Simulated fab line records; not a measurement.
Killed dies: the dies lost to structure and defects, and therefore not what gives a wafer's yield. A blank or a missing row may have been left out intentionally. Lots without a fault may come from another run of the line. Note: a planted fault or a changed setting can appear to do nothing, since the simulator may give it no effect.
The same fault as seen by 2 desks ; flow gf180mcu ; numbers are kept per desk, each desk with only its own; the story behind them comes last

FROM THE METROLOGY DESK
What the gauges read, lot by lot, whatever tool the lot ran on: means of the sampled wafers that have a number. Any lot whose mean is over 4 standard deviations away from the usual mean is out of limits and marked OUT; that distance is given in the brackets.
Columns: A = V4_BOW at GF_V4_BOW_MEAS_05, usual 134 um; B = MIM_CVD_05_THK at GF_MIM_THK_MEAS_06, usual 42.1 nm
lot;first seen here;A;B
L742;day 23 11:53;140;41.6
L746;day 24 18:26;133;41.9
L747;day 25 04:56;132;41.8
L748;day 25 18:40;134;41.8
L749;day 25 22:01;124;42.7
L750;day 26 06:37;128;41.9
L753;day 27 05:41;135;42.4
L756;day 28 14:23;136;41.9
L758;day 28 22:08;136;42.8
L759;day 29 01:29;147;43.9
L761;day 29 15:32;128;42.3
L763;day 30 03:05;143;42.0
L764;day 30 04:20;131;42.1
L765;day 30 14:07;125;42.1
This desk's finding: nothing out of limits on any of the 14 lots.

AT THE TOOL OWNER'S DESK: pecvd-04
The tool's own readings at GF_MIM_CVD_05 (deposits Si3N4, target thk 42 nm, time 29.086 s): means of the sampled wafers that have a number, for each lot that ran on this tool. Any lot whose mean is over 4 standard deviations away from the usual mean is out of limits and marked OUT; that distance is given in the brackets.
Columns: A = heaterPowerW at GF_MIM_CVD_05, usual 631 W; B = rfFwdPowerW at GF_MIM_CVD_05, usual 444.4 W
lot;first seen here;A;B
L742;day 24 12:11;607;445.3
L746;day 25 17:44;648;448.0
L747;day 26 04:01;638;445.2
L748;day 26 17:11;640;443.6
L749;day 26 20:43;645;444.6
L758;day 29 19:10;559;469.9 (+12) OUT
L759;day 29 22:32;651;515.3 (+32) OUT
This desk's finding: out of limits on L758, L759; first on L758, day 29 19:10 (rfFwdPowerW at GF_MIM_CVD_05). Within limits: L742, L746, L747, L748, L749.

PUT TOGETHER
At day 29 19:10, on L758, L759, the tool owner's desk was in a position to raise an alarm.
From the metrology desk's view, nothing was out of limits.
The metrology desk holds a record of L758, L759, inside its limits.
GF_MIM_CVD_05 was run on pecvd-04 by each of the lots named.

WHAT THE SIMULATOR PUT IN
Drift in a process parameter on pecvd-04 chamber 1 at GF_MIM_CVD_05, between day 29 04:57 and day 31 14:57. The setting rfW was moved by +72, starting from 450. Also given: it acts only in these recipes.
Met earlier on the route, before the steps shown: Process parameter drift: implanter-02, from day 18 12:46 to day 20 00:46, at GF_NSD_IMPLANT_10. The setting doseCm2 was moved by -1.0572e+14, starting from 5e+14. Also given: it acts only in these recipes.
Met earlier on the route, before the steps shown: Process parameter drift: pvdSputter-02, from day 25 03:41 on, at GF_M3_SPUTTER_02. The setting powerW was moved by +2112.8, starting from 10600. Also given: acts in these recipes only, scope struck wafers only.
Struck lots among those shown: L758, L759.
Time in hours from fault onset to the first out-of-limits reading at each desk: the tool owner's desk, 14.
